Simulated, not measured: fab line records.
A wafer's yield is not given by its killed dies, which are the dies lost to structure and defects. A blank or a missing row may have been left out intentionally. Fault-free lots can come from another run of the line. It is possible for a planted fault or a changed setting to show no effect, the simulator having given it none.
fab line records :: flow gf180mcu
record:
  lots: 6
  wafers: 18
  last_day: 34
route steps=602 shown V4@486
lots that met no fault: from a run of the same line without faults
start_h: start of the lot's first displayed wafer, in hours after the record's first day :: wait_h: hours from the lot's prior step to this one :: " same as the row above :: L1.1+2: one row covering several wafers at once :: - no value, or no start was given :: * or withheld: withheld :: < > ~ a bound
route shown NAME@n: NAME is a module with steps in the file, n the number in the route of the first one :: usual: mean/standard deviation of fault-free wafers :: same: alike in all rows :: chamber/n: place in a boat :: sites: readings site by site :: _std_site: standard deviation of those values :: _edge_site: the outer-site mean with the inner-site mean subtracted :: radius_mm: for every site, how far away it sits from the centre of the wafer :: mask NAME#n: copy n :: behind: the tool/chamber that last shaped the wafer :: hold: cause of the lot's hold/its duration in hours/its outcome :: device: whichever transistor did not switch (one of n, p or np) :: end of line: the same wafers' tests at the end of the route :: for a step that has no rows: nothing shown but its recipe :: killed: dies lost to structure and defects at the first sort, not the wafer's yield :: map: shows each die of a wafer: x if killed, . if not, _ if none is there
set.NAME: the setting that was run; set.NAME@STEP: the one run at that earlier step :: model.NAME: the simulator's own value behind a step, which no gauge read
lots seen at some steps along the route; tables by step, rows by wafer
services: when a tool's chamber went out of use (start_h, in hours from the record's first day, below 0 if earlier), for how many hours, and the reason
== steps ==
step: GF_V4_SOFTBAKE_10
recipe:
  temp_c: 130
  time_s: 60
  resist: KrF
step: GF_V4_EXPOSE_11
recipe:
  mask_id: Via4
  target_cd_nm: 260
  na: 0.68
  source_shape: conventional
  sigma_outer: 0.6
  dose_mj: 38
step: GF_V4_PEB_12
recipe:
  peb_temp_c: 135
  peb_time_s: 90
  resist: KrF
step: GF_V4_DEVELOP_13
recipe:
  develop_time_s: 60
  resist: KrF
  dev_temp_c: 21
step: GF_V4_CD_MEAS_14
recipe:
  target_cd_nm: 260
usual:
  cd_nm: 259.2/1.3
lot.wafer: L820.4
tool: cd_sem-02
chamber: -
start_h: 580.01
wait_h: 0.1
cd_nm: 258.1

lot.wafer: L820.5
tool: cd_sem-02
chamber: -
start_h: 580.01
wait_h: 0.1
cd_nm: 258.9

lot.wafer: L820.6
tool: cd_sem-02
chamber: -
start_h: 580.01
wait_h: 0.1
cd_nm: 258.3

lot.wafer: L826.2
tool: cd_sem-01
chamber: -
start_h: 621.72
wait_h: 0.1
cd_nm: 258.6

lot.wafer: L826.4
tool: cd_sem-01
chamber: -
start_h: 621.72
wait_h: 0.1
cd_nm: 258.4

lot.wafer: L826.5
tool: cd_sem-01
chamber: -
start_h: 621.72
wait_h: 0.1
cd_nm: 257.9

lot.wafer: L827.1
tool: cd_sem-01
chamber: -
start_h: 625.36
wait_h: 0.1
cd_nm: 256.5

lot.wafer: L827.2
tool: cd_sem-01
chamber: -
start_h: 625.36
wait_h: 0.1
cd_nm: 257.1

lot.wafer: L827.4
tool: cd_sem-01
chamber: -
start_h: 625.36
wait_h: 0.1
cd_nm: 257.2

lot.wafer: L828.3
tool: cd_sem-02
chamber: -
start_h: 642.41
wait_h: 0.1
cd_nm: 258.9

lot.wafer: L828.4
tool: cd_sem-02
chamber: -
start_h: 642.41
wait_h: 0.1
cd_nm: 258.3

lot.wafer: L828.6
tool: cd_sem-02
chamber: -
start_h: 642.41
wait_h: 0.1
cd_nm: 258.2

lot.wafer: L839.2
tool: cd_sem-01
chamber: -
start_h: 718.77
wait_h: 0.1
cd_nm: 260.6

lot.wafer: L839.3
tool: cd_sem-01
chamber: -
start_h: 718.77
wait_h: 0.1
cd_nm: 260.8

lot.wafer: L839.6
tool: cd_sem-01
chamber: -
start_h: 718.77
wait_h: 0.1
cd_nm: 260.1

lot.wafer: L842.1
tool: cd_sem-02
chamber: -
start_h: 729.12
wait_h: 0.1
cd_nm: 258.6

lot.wafer: L842.3
tool: cd_sem-02
chamber: -
start_h: 729.12
wait_h: 0.1
cd_nm: 259.2

lot.wafer: L842.6
tool: cd_sem-02
chamber: -
start_h: 729.12
wait_h: 0.1
cd_nm: 257.7
step: GF_V4_OVL_MEAS_15
usual:
  V4_OVL: -8/4.7
lot.wafer: L820.4
tool: overlay-01
chamber: -
start_h: 580.09
wait_h: 0.1
V4_OVL[nm]: -5

lot.wafer: L820.5
tool: overlay-01
chamber: -
start_h: 580.09
wait_h: 0.1
V4_OVL[nm]: -11

lot.wafer: L820.6
tool: overlay-01
chamber: -
start_h: 580.09
wait_h: 0.1
V4_OVL[nm]: -8

lot.wafer: L826.2
tool: overlay-01
chamber: -
start_h: 621.83
wait_h: 0.1
V4_OVL[nm]: -7

lot.wafer: L826.4
tool: overlay-01
chamber: -
start_h: 621.83
wait_h: 0.1
V4_OVL[nm]: -4

lot.wafer: L826.5
tool: overlay-01
chamber: -
start_h: 621.83
wait_h: 0.1
V4_OVL[nm]: -1

lot.wafer: L827.1
tool: overlay-01
chamber: -
start_h: 625.48
wait_h: 0.1
V4_OVL[nm]: -13

lot.wafer: L827.2
tool: overlay-01
chamber: -
start_h: 625.48
wait_h: 0.1
V4_OVL[nm]: -8

lot.wafer: L827.4
tool: overlay-01
chamber: -
start_h: 625.48
wait_h: 0.1
V4_OVL[nm]: -15

lot.wafer: L828.3
tool: overlay-02
chamber: -
start_h: 642.51
wait_h: 0.1
V4_OVL[nm]: 1

lot.wafer: L828.4
tool: overlay-02
chamber: -
start_h: 642.51
wait_h: 0.1
V4_OVL[nm]: 1

lot.wafer: L828.6
tool: overlay-02
chamber: -
start_h: 642.51
wait_h: 0.1
V4_OVL[nm]: 2

lot.wafer: L839.2
tool: overlay-02
chamber: -
start_h: 718.88
wait_h: 0.1
V4_OVL[nm]: -13

lot.wafer: L839.3
tool: overlay-02
chamber: -
start_h: 718.88
wait_h: 0.1
V4_OVL[nm]: -9

lot.wafer: L839.6
tool: overlay-02
chamber: -
start_h: 718.88
wait_h: 0.1
V4_OVL[nm]: -4

lot.wafer: L842.1
tool: overlay-01
chamber: -
start_h: 729.24
wait_h: 0.1
V4_OVL[nm]: -11

lot.wafer: L842.3
tool: overlay-01
chamber: -
start_h: 729.24
wait_h: 0.1
V4_OVL[nm]: -10

lot.wafer: L842.6
tool: overlay-01
chamber: -
start_h: 729.24
wait_h: 0.1
V4_OVL[nm]: -11
step: GF_V4_ETCH_16
recipe:
  chemistry: N2/H2
  target_depth_a: withheld
  overetch_a: withheld
  time_s: withheld
  target: BARC
  ion_energy_ev: 200
  source_w: 500
  bias_w: 100
  pressure_mtorr: 30
  n2_flow_sccm: 100
  h2_flow_sccm: 200
usual:
  drypump_motor_current_A: 6.0/0.31
  oes_product_au: 0.854/0.0053
  throttle_valve_pct: 13.224/0.0088
lot.wafer: L820.4
tool: rie_diel-04
chamber: 3
start_h: 580.11
wait_h: 0.0
drypump_motor_current_A: 6.6
oes_product_au: 0.853
throttle_valve_pct: 13.219

lot.wafer: L820.5
tool: rie_diel-04
chamber: 2
start_h: 580.11
wait_h: 0.0
drypump_motor_current_A: 6.4
oes_product_au: 0.859
throttle_valve_pct: 13.221

lot.wafer: L820.6
tool: rie_diel-04
chamber: 1
start_h: 580.11
wait_h: 0.0
drypump_motor_current_A: 5.9
oes_product_au: 0.861
throttle_valve_pct: 13.230

lot.wafer: L826.2
tool: rie_diel-02
chamber: 2
start_h: 621.86
wait_h: 0.0
drypump_motor_current_A: 5.9
oes_product_au: 0.860
throttle_valve_pct: 13.230

lot.wafer: L826.4
tool: rie_diel-02
chamber: 3
start_h: 621.86
wait_h: 0.0
drypump_motor_current_A: 5.9
oes_product_au: 0.856
throttle_valve_pct: 13.223

lot.wafer: L826.5
tool: rie_diel-02
chamber: 3
start_h: 621.86
wait_h: 0.0
drypump_motor_current_A: 5.9
oes_product_au: 0.860
throttle_valve_pct: 13.218

lot.wafer: L827.1
tool: rie_diel-04
chamber: 0
start_h: 625.52
wait_h: 0.0
drypump_motor_current_A: 5.9
oes_product_au: 0.861
throttle_valve_pct: 13.219

lot.wafer: L827.2
tool: rie_diel-04
chamber: 3
start_h: 625.52
wait_h: 0.0
drypump_motor_current_A: 6.6
oes_product_au: 0.861
throttle_valve_pct: 13.239

lot.wafer: L827.4
tool: rie_diel-04
chamber: 0
start_h: 625.52
wait_h: 0.0
drypump_motor_current_A: 6.0
oes_product_au: 0.855
throttle_valve_pct: 13.231

lot.wafer: L828.3
tool: rie_diel-02
chamber: 2
start_h: 642.53
wait_h: 0.0
drypump_motor_current_A: 5.9
oes_product_au: 0.858
throttle_valve_pct: 13.228

lot.wafer: L828.4
tool: rie_diel-02
chamber: 3
start_h: 642.53
wait_h: 0.0
drypump_motor_current_A: 5.9
oes_product_au: 0.858
throttle_valve_pct: 13.223

lot.wafer: L828.6
tool: rie_diel-02
chamber: 0
start_h: 642.53
wait_h: 0.0
drypump_motor_current_A: 6.1
oes_product_au: 0.854
throttle_valve_pct: 13.229

lot.wafer: L839.2
tool: rie_diel-02
chamber: 3
start_h: 718.91
wait_h: 0.0
drypump_motor_current_A: 5.9
oes_product_au: 0.857
throttle_valve_pct: 13.226

lot.wafer: L839.3
tool: rie_diel-02
chamber: 1
start_h: 718.91
wait_h: 0.0
drypump_motor_current_A: 5.8
oes_product_au: 0.848
throttle_valve_pct: 13.227

lot.wafer: L839.6
tool: rie_diel-02
chamber: 3
start_h: 718.91
wait_h: 0.0
drypump_motor_current_A: 6.0
oes_product_au: 0.853
throttle_valve_pct: 13.209

lot.wafer: L842.1
tool: rie_diel-01
chamber: 1
start_h: 729.28
wait_h: 0.0
drypump_motor_current_A: 5.5
oes_product_au: 0.860
throttle_valve_pct: 13.221

lot.wafer: L842.3
tool: rie_diel-01
chamber: 0
start_h: 729.28
wait_h: 0.0
drypump_motor_current_A: 5.9
oes_product_au: 0.848
throttle_valve_pct: 13.221

lot.wafer: L842.6
tool: rie_diel-01
chamber: 0
start_h: 729.28
wait_h: 0.0
drypump_motor_current_A: 5.9
oes_product_au: 0.844
throttle_valve_pct: 13.221
step: GF_V4_ETCH_17
recipe:
  chemistry: C4F8/O2/Ar
  mask_material: KrF
  target: SiO2
  stop_on: TiN
  source_w: 1500
  bias_w: 1200
  pressure_mtorr: 40
  c4f8_flow_sccm: withheld
  O2_flow_sccm: 6
  Ar_flow_sccm: 300
  time_s: withheld
  target_depth_a: 6300
usual:
  oes_product_au: 0.856/0.0052
lot.wafer: L820.4
tool: rie_diel-04
chamber: 3
start_h: -
wait_h: -
oes_product_au: 0.858

lot.wafer: L820.5
tool: rie_diel-04
chamber: 2
start_h: -
wait_h: -
oes_product_au: 0.856

lot.wafer: L820.6
tool: rie_diel-04
chamber: 1
start_h: -
wait_h: -
oes_product_au: 0.855

lot.wafer: L826.2
tool: rie_diel-02
chamber: 2
start_h: -
wait_h: -
oes_product_au: 0.859

lot.wafer: L826.4
tool: rie_diel-02
chamber: 3
start_h: -
wait_h: -
oes_product_au: 0.854

lot.wafer: L826.5
tool: rie_diel-02
chamber: 3
start_h: -
wait_h: -
oes_product_au: 0.857

lot.wafer: L827.1
tool: rie_diel-04
chamber: 0
start_h: -
wait_h: -
oes_product_au: 0.861

lot.wafer: L827.2
tool: rie_diel-04
chamber: 3
start_h: -
wait_h: -
oes_product_au: 0.858

lot.wafer: L827.4
tool: rie_diel-04
chamber: 0
start_h: -
wait_h: -
oes_product_au: 0.855

lot.wafer: L828.3
tool: rie_diel-02
chamber: 2
start_h: -
wait_h: -
oes_product_au: 0.860

lot.wafer: L828.4
tool: rie_diel-02
chamber: 3
start_h: -
wait_h: -
oes_product_au: 0.843

lot.wafer: L828.6
tool: rie_diel-02
chamber: 0
start_h: -
wait_h: -
oes_product_au: 0.854

lot.wafer: L839.2
tool: rie_diel-02
chamber: 3
start_h: -
wait_h: -
oes_product_au: 0.862

lot.wafer: L839.3
tool: rie_diel-02
chamber: 1
start_h: -
wait_h: -
oes_product_au: 0.853

lot.wafer: L839.6
tool: rie_diel-02
chamber: 3
start_h: -
wait_h: -
oes_product_au: 0.853

lot.wafer: L842.1
tool: rie_diel-01
chamber: 1
start_h: -
wait_h: -
oes_product_au: 0.860

lot.wafer: L842.3
tool: rie_diel-01
chamber: 0
start_h: -
wait_h: -
oes_product_au: 0.849

lot.wafer: L842.6
tool: rie_diel-01
chamber: 0
start_h: -
wait_h: -
oes_product_au: 0.860
step: GF_V4_STRIP_18
recipe:
  chemistry: O2/N2
  power_w: 1400
  pressure_mtorr: 1500
  platen_temp_c: 250
  o2_flow_sccm: 3000
  n2_flow_sccm: 300
  overash_fraction: 0.4856
usual:
  drypump_motor_current_A: 6.2/0.52
  heater_power_w: 334/31
  oes_product_au: 0.593/0.005
lot.wafer: L820.4
tool: plasma_asher-02
chamber: 0
start_h: 580.27
wait_h: -
drypump_motor_current_A: 6.8
heater_power_w: 350
oes_product_au: 0.600
rf_hours_counter_h: -

lot.wafer: L820.5
tool: plasma_asher-02
chamber: 0
start_h: 580.27
wait_h: -
drypump_motor_current_A: 6.8
heater_power_w: 360
oes_product_au: 0.603
rf_hours_counter_h: -

lot.wafer: L820.6
tool: plasma_asher-02
chamber: 1
start_h: 580.27
wait_h: -
drypump_motor_current_A: 6.5
heater_power_w: 355
oes_product_au: 0.599
rf_hours_counter_h: -

lot.wafer: L826.2
tool: plasma_asher-04
chamber: 1
start_h: 621.99
wait_h: -
drypump_motor_current_A: 5.6
heater_power_w: 356
oes_product_au: 0.600
rf_hours_counter_h: 54

lot.wafer: L826.4
tool: plasma_asher-04
chamber: 0
start_h: 621.99
wait_h: -
drypump_motor_current_A: 5.5
heater_power_w: 266
oes_product_au: 0.589
rf_hours_counter_h: -

lot.wafer: L826.5
tool: plasma_asher-04
chamber: 0
start_h: 621.99
wait_h: -
drypump_motor_current_A: 5.4
heater_power_w: 267
oes_product_au: 0.591
rf_hours_counter_h: -

lot.wafer: L827.1
tool: plasma_asher-01
chamber: 1
start_h: 625.65
wait_h: -
drypump_motor_current_A: 5.9
heater_power_w: 313
oes_product_au: 0.585
rf_hours_counter_h: 89

lot.wafer: L827.2
tool: plasma_asher-01
chamber: 0
start_h: 625.65
wait_h: -
drypump_motor_current_A: 5.7
heater_power_w: 308
oes_product_au: 0.593
rf_hours_counter_h: 89

lot.wafer: L827.4
tool: plasma_asher-01
chamber: 1
start_h: 625.65
wait_h: -
drypump_motor_current_A: 5.8
heater_power_w: 316
oes_product_au: 0.595
rf_hours_counter_h: -

lot.wafer: L828.3
tool: plasma_asher-02
chamber: 1
start_h: 642.69
wait_h: -
drypump_motor_current_A: 6.5
heater_power_w: 361
oes_product_au: 0.596
rf_hours_counter_h: -

lot.wafer: L828.4
tool: plasma_asher-02
chamber: 0
start_h: 642.69
wait_h: -
drypump_motor_current_A: 6.8
heater_power_w: 359
oes_product_au: 0.595
rf_hours_counter_h: -

lot.wafer: L828.6
tool: plasma_asher-02
chamber: 1
start_h: 642.69
wait_h: -
drypump_motor_current_A: 6.5
heater_power_w: 351
oes_product_au: 0.586
rf_hours_counter_h: -

lot.wafer: L839.2
tool: plasma_asher-01
chamber: 0
start_h: 719.04
wait_h: -
drypump_motor_current_A: 5.8
heater_power_w: 299
oes_product_au: 0.586
rf_hours_counter_h: 99

lot.wafer: L839.3
tool: plasma_asher-01
chamber: 1
start_h: 719.04
wait_h: -
drypump_motor_current_A: 5.9
heater_power_w: 325
oes_product_au: 0.591
rf_hours_counter_h: -

lot.wafer: L839.6
tool: plasma_asher-01
chamber: 1
start_h: 719.04
wait_h: -
drypump_motor_current_A: 5.9
heater_power_w: 321
oes_product_au: 0.595
rf_hours_counter_h: -

lot.wafer: L842.1
tool: plasma_asher-01
chamber: 1
start_h: 729.41
wait_h: -
drypump_motor_current_A: 5.8
heater_power_w: 315
oes_product_au: 0.595
rf_hours_counter_h: 100

lot.wafer: L842.3
tool: plasma_asher-01
chamber: 0
start_h: 729.41
wait_h: -
drypump_motor_current_A: 5.7
heater_power_w: 302
oes_product_au: 0.588
rf_hours_counter_h: -

lot.wafer: L842.6
tool: plasma_asher-01
chamber: 1
start_h: 729.41
wait_h: -
drypump_motor_current_A: 5.9
heater_power_w: 325
oes_product_au: 0.592
rf_hours_counter_h: -
step: GF_V4_STRIP_19
recipe:
  chemistry: post_etch_residue_remover
  time_s: 1200
  temp_c: 72.5
step: GF_V4_CLEAN_20
recipe:
  chemistry: DIW
  dry: n2_spin
step: GF_V4_SPUTTER_21
recipe:
  material: Ti
  target_thk_nm: 15
  chamber_pressure_pa: 5
  power_w: 2500
  substrate_temp_c: 200
  time_s: 80.02
usual:
  cathode_dc_power_W: 2500.0/0.41
  chamber_pressure_pa: 5.001/0.01
  throttle_valve_pct: 29.9/0.88
lot.wafer: L820.4
tool: pvd_sputter-03
chamber: -
start_h: 580.77
wait_h: 0.0
cathode_dc_power_W: 2500.0
chamber_pressure_pa: 5.011
throttle_valve_pct: 32.1

lot.wafer: L820.5
tool: pvd_sputter-03
chamber: -
start_h: 580.77
wait_h: 0.0
cathode_dc_power_W: 2499.2
chamber_pressure_pa: 5.008
throttle_valve_pct: 30.2

lot.wafer: L820.6
tool: pvd_sputter-03
chamber: -
start_h: 580.77
wait_h: 0.0
cathode_dc_power_W: 2499.4
chamber_pressure_pa: 5.016
throttle_valve_pct: 32.3

lot.wafer: L826.2
tool: pvd_sputter-04
chamber: -
start_h: 622.52
wait_h: 0.0
cathode_dc_power_W: 2499.7
chamber_pressure_pa: 4.987
throttle_valve_pct: 30.9

lot.wafer: L826.4
tool: pvd_sputter-04
chamber: -
start_h: 622.52
wait_h: 0.0
cathode_dc_power_W: 2499.6
chamber_pressure_pa: 5.004
throttle_valve_pct: 29.4

lot.wafer: L826.5
tool: pvd_sputter-04
chamber: -
start_h: 622.52
wait_h: 0.0
cathode_dc_power_W: 2500.1
chamber_pressure_pa: 5.003
throttle_valve_pct: 29.6

lot.wafer: L827.1
tool: pvd_sputter-04
chamber: -
start_h: 626.18
wait_h: 0.0
cathode_dc_power_W: 2499.9
chamber_pressure_pa: 4.999
throttle_valve_pct: 30.6

lot.wafer: L827.2
tool: pvd_sputter-04
chamber: -
start_h: 626.18
wait_h: 0.0
cathode_dc_power_W: 2500.2
chamber_pressure_pa: 5.020
throttle_valve_pct: 30.1

lot.wafer: L827.4
tool: pvd_sputter-04
chamber: -
start_h: 626.18
wait_h: 0.0
cathode_dc_power_W: 2499.8
chamber_pressure_pa: 4.995
throttle_valve_pct: 30.7

lot.wafer: L828.3
tool: pvd_sputter-04
chamber: -
start_h: 643.20
wait_h: 0.0
cathode_dc_power_W: 2499.7
chamber_pressure_pa: 4.996
throttle_valve_pct: 30.7

lot.wafer: L828.4
tool: pvd_sputter-04
chamber: -
start_h: 643.20
wait_h: 0.0
cathode_dc_power_W: 2500.3
chamber_pressure_pa: 4.999
throttle_valve_pct: 30.6

lot.wafer: L828.6
tool: pvd_sputter-04
chamber: -
start_h: 643.20
wait_h: 0.0
cathode_dc_power_W: 2499.8
chamber_pressure_pa: 4.977
throttle_valve_pct: 30.5

lot.wafer: L839.2
tool: pvd_sputter-03
chamber: -
start_h: 719.59
wait_h: 0.0
cathode_dc_power_W: 2499.6
chamber_pressure_pa: 4.995
throttle_valve_pct: 30.2

lot.wafer: L839.3
tool: pvd_sputter-03
chamber: -
start_h: 719.59
wait_h: 0.0
cathode_dc_power_W: 2500.2
chamber_pressure_pa: 5.010
throttle_valve_pct: 28.5

lot.wafer: L839.6
tool: pvd_sputter-03
chamber: -
start_h: 719.59
wait_h: 0.0
cathode_dc_power_W: 2499.9
chamber_pressure_pa: 5.015
throttle_valve_pct: 28.4

lot.wafer: L842.1
tool: pvd_sputter-04
chamber: -
start_h: 729.94
wait_h: 0.0
cathode_dc_power_W: 2500.3
chamber_pressure_pa: 5.007
throttle_valve_pct: 29.3

lot.wafer: L842.3
tool: pvd_sputter-04
chamber: -
start_h: 729.94
wait_h: 0.0
cathode_dc_power_W: 2500.6
chamber_pressure_pa: 4.999
throttle_valve_pct: 30.5

lot.wafer: L842.6
tool: pvd_sputter-04
chamber: -
start_h: 729.94
wait_h: 0.0
cathode_dc_power_W: 2499.9
chamber_pressure_pa: 4.994
throttle_valve_pct: 30.8
step: GF_V4_SPUTTER_22
recipe:
  material: TiN
  target_thk_nm: 10
  chamber_pressure_pa: 5
  power_w: 4000
  time_s: 40
usual:
  cathode_dc_power_W: 4000.0/0.66
  chamber_pressure_pa: 4.999/0.01
  throttle_valve_pct: 29.9/0.86
lot.wafer: L820.4
tool: pvd_sputter-03
chamber: -
start_h: 580.83
wait_h: 0.0
cathode_dc_power_W: 3999.5
chamber_pressure_pa: 5.001
throttle_valve_pct: 32.1

lot.wafer: L820.5
tool: pvd_sputter-03
chamber: -
start_h: 580.83
wait_h: 0.0
cathode_dc_power_W: 3998.8
chamber_pressure_pa: 4.994
throttle_valve_pct: 30.3

lot.wafer: L820.6
tool: pvd_sputter-03
chamber: -
start_h: 580.83
wait_h: 0.0
cathode_dc_power_W: 3999.7
chamber_pressure_pa: 5.001
throttle_valve_pct: 31.9

lot.wafer: L826.2
tool: pvd_sputter-04
chamber: -
start_h: 622.58
wait_h: 0.0
cathode_dc_power_W: -
chamber_pressure_pa: -
throttle_valve_pct: -

lot.wafer: L826.4
tool: pvd_sputter-04
chamber: -
start_h: 622.58
wait_h: 0.0
cathode_dc_power_W: -
chamber_pressure_pa: -
throttle_valve_pct: -

lot.wafer: L826.5
tool: pvd_sputter-04
chamber: -
start_h: 622.58
wait_h: 0.0
cathode_dc_power_W: -
chamber_pressure_pa: -
throttle_valve_pct: -

lot.wafer: L827.1
tool: pvd_sputter-04
chamber: -
start_h: 626.24
wait_h: 0.0
cathode_dc_power_W: -
chamber_pressure_pa: -
throttle_valve_pct: -

lot.wafer: L827.2
tool: pvd_sputter-04
chamber: -
start_h: 626.24
wait_h: 0.0
cathode_dc_power_W: -
chamber_pressure_pa: -
throttle_valve_pct: -

lot.wafer: L827.4
tool: pvd_sputter-04
chamber: -
start_h: 626.24
wait_h: 0.0
cathode_dc_power_W: -
chamber_pressure_pa: -
throttle_valve_pct: -

lot.wafer: L828.3
tool: pvd_sputter-04
chamber: -
start_h: 643.26
wait_h: 0.0
cathode_dc_power_W: 3999.7
chamber_pressure_pa: 5.005
throttle_valve_pct: 30.6

lot.wafer: L828.4
tool: pvd_sputter-04
chamber: -
start_h: 643.26
wait_h: 0.0
cathode_dc_power_W: 4000.3
chamber_pressure_pa: 4.989
throttle_valve_pct: 30.6

lot.wafer: L828.6
tool: pvd_sputter-04
chamber: -
start_h: 643.26
wait_h: 0.0
cathode_dc_power_W: 4000.7
chamber_pressure_pa: 4.998
throttle_valve_pct: 30.6

lot.wafer: L839.2
tool: pvd_sputter-03
chamber: -
start_h: 719.65
wait_h: 0.0
cathode_dc_power_W: 4000.8
chamber_pressure_pa: 5.003
throttle_valve_pct: 30.2

lot.wafer: L839.3
tool: pvd_sputter-03
chamber: -
start_h: 719.65
wait_h: 0.0
cathode_dc_power_W: 4001.9
chamber_pressure_pa: 4.989
throttle_valve_pct: 28.8

lot.wafer: L839.6
tool: pvd_sputter-03
chamber: -
start_h: 719.65
wait_h: 0.0
cathode_dc_power_W: 3997.6
chamber_pressure_pa: 5.006
throttle_valve_pct: 28.6

lot.wafer: L842.1
tool: pvd_sputter-04
chamber: -
start_h: 730.00
wait_h: 0.0
cathode_dc_power_W: 4000.0
chamber_pressure_pa: 4.995
throttle_valve_pct: 29.3

lot.wafer: L842.3
tool: pvd_sputter-04
chamber: -
start_h: 730.00
wait_h: 0.0
cathode_dc_power_W: 4000.8
chamber_pressure_pa: 5.007
throttle_valve_pct: 30.6

lot.wafer: L842.6
tool: pvd_sputter-04
chamber: -
start_h: 730.00
wait_h: 0.0
cathode_dc_power_W: 3999.9
chamber_pressure_pa: 5.012
throttle_valve_pct: 30.7
step: GF_V4_CVD_23
recipe:
  material: W
  target_thk_nm: 350
  time_s: 104.9
  temp_c: 400
  pressure_torr: 40
usual:
  heater_power_w: 1009/110
  susceptor_temp_C: 399.93/0.22
lot.wafer: L820.4
tool: cvd_w-02
chamber: 0
start_h: 580.91
wait_h: 0.1
heater_power_w: 899
susceptor_temp_C: 399.91

lot.wafer: L820.5
tool: cvd_w-02
chamber: 0
start_h: 580.91
wait_h: 0.1
heater_power_w: 890
susceptor_temp_C: 400.03

lot.wafer: L820.6
tool: cvd_w-02
chamber: 1
start_h: 580.91
wait_h: 0.1
heater_power_w: 873
susceptor_temp_C: 400.08

lot.wafer: L826.2
tool: cvd_w-01
chamber: 0
start_h: 622.62
wait_h: 0.0
heater_power_w: 1001
susceptor_temp_C: 399.71

lot.wafer: L826.4
tool: cvd_w-01
chamber: 1
start_h: 622.62
wait_h: 0.0
heater_power_w: 1174
susceptor_temp_C: 400.15

lot.wafer: L826.5
tool: cvd_w-01
chamber: 0
start_h: 622.62
wait_h: 0.0
heater_power_w: 1019
susceptor_temp_C: 399.65

lot.wafer: L827.1
tool: cvd_w-02
chamber: 0
start_h: 626.28
wait_h: 0.0
heater_power_w: 894
susceptor_temp_C: 400.02

lot.wafer: L827.2
tool: cvd_w-02
chamber: 1
start_h: 626.28
wait_h: 0.0
heater_power_w: 870
susceptor_temp_C: 400.38

lot.wafer: L827.4
tool: cvd_w-02
chamber: 0
start_h: 626.28
wait_h: 0.0
heater_power_w: 880
susceptor_temp_C: 400.08

lot.wafer: L828.3
tool: cvd_w-01
chamber: 0
start_h: 643.34
wait_h: 0.1
heater_power_w: 1026
susceptor_temp_C: 399.98

lot.wafer: L828.4
tool: cvd_w-01
chamber: 1
start_h: 643.34
wait_h: 0.1
heater_power_w: 1142
susceptor_temp_C: 400.42

lot.wafer: L828.6
tool: cvd_w-01
chamber: 1
start_h: 643.34
wait_h: 0.1
heater_power_w: 1167
susceptor_temp_C: 399.79

lot.wafer: L839.2
tool: cvd_w-01
chamber: 0
start_h: 719.69
wait_h: 0.0
heater_power_w: 1047
susceptor_temp_C: 400.01

lot.wafer: L839.3
tool: cvd_w-01
chamber: 0
start_h: 719.69
wait_h: 0.0
heater_power_w: 1029
susceptor_temp_C: 399.88

lot.wafer: L839.6
tool: cvd_w-01
chamber: 0
start_h: 719.69
wait_h: 0.0
heater_power_w: 1052
susceptor_temp_C: 399.97

lot.wafer: L842.1
tool: cvd_w-01
chamber: 1
start_h: 730.04
wait_h: 0.0
heater_power_w: 1152
susceptor_temp_C: 400.06

lot.wafer: L842.3
tool: cvd_w-01
chamber: 1
start_h: 730.04
wait_h: 0.0
heater_power_w: 1153
susceptor_temp_C: 399.99

lot.wafer: L842.6
tool: cvd_w-01
chamber: 1
start_h: 730.04
wait_h: 0.0
heater_power_w: 1182
susceptor_temp_C: 400.09
== services ==
tool: rie_diel-01
chamber: 3
start_h: 556.15
hours: 5.2
kind: repair

tool: rie_diel-04
chamber: 3
start_h: 564.57
hours: 3.1
kind: repair

tool: plasma_asher-04
chamber: -
start_h: 571.17
hours: 4.1
kind: repair

tool: cvd_w-02
chamber: -
start_h: 581.61
hours: 0.8
kind: repair

tool: rie_diel-01
chamber: 0
start_h: 586.39
hours: 27.2
kind: repair

tool: rie_diel-02
chamber: -
start_h: 597.28
hours: 2.8
kind: pm

tool: rie_diel-01
chamber: 1
start_h: 612.87
hours: 10.1
kind: repair

tool: rie_diel-04
chamber: 2
start_h: 617.25
hours: -
kind: clean

tool: rie_diel-04
chamber: 2
start_h: 617.25
hours: 16.4
kind: scheduled_down

tool: rie_diel-04
chamber: 2
start_h: 617.25
hours: 16.4
kind: vent_cycle

tool: pvd_sputter-03
chamber: -
start_h: 622.29
hours: 23.7
kind: repair

tool: pvd_sputter-04
chamber: -
start_h: 636.98
hours: 5.3
kind: repair

tool: rie_diel-01
chamber: 2
start_h: 660.04
hours: 1.3
kind: repair

tool: cvd_w-01
chamber: 0
start_h: 671.22
hours: 8.0
kind: repair

tool: cvd_w-02
chamber: 1
start_h: 686.07
hours: -
kind: calibration

tool: cvd_w-02
chamber: 1
start_h: 699.15
hours: 5.0
kind: repair

tool: rie_diel-02
chamber: 2
start_h: 720.18
hours: 2.3
kind: repair
== key ==
first_sign:
  step: GF_V4_SPUTTER_22
  reading: tool_record
  direction: missing
effect none on later readings
met_at GF_V4_SPUTTER_22
struck_wafers L826.2,L826.4,L826.5,L827.1,L827.2,L827.4
later_rows_left_out L826.2,L826.4,L826.5,L827.1,L827.2,L827.4
sort_left_out L826.2,L826.4,L826.5,L827.1,L827.2,L827.4
fault:
  kind: skipped_step_whole
  tool: pvd_sputter-04
  chamber: -
  onset_h: 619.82
  steps: GF_V4_SPUTTER_22
  scope: struck_lots_only
sort_left_out: the simulated sort isn't trusted on such a fault, so these wafers' sort isn't shown, and their yield isn't known
later_rows_left_out: the simulator's readings of these wafers behind a module that went badly wrong aren't trusted and aren't shown, but for the sort
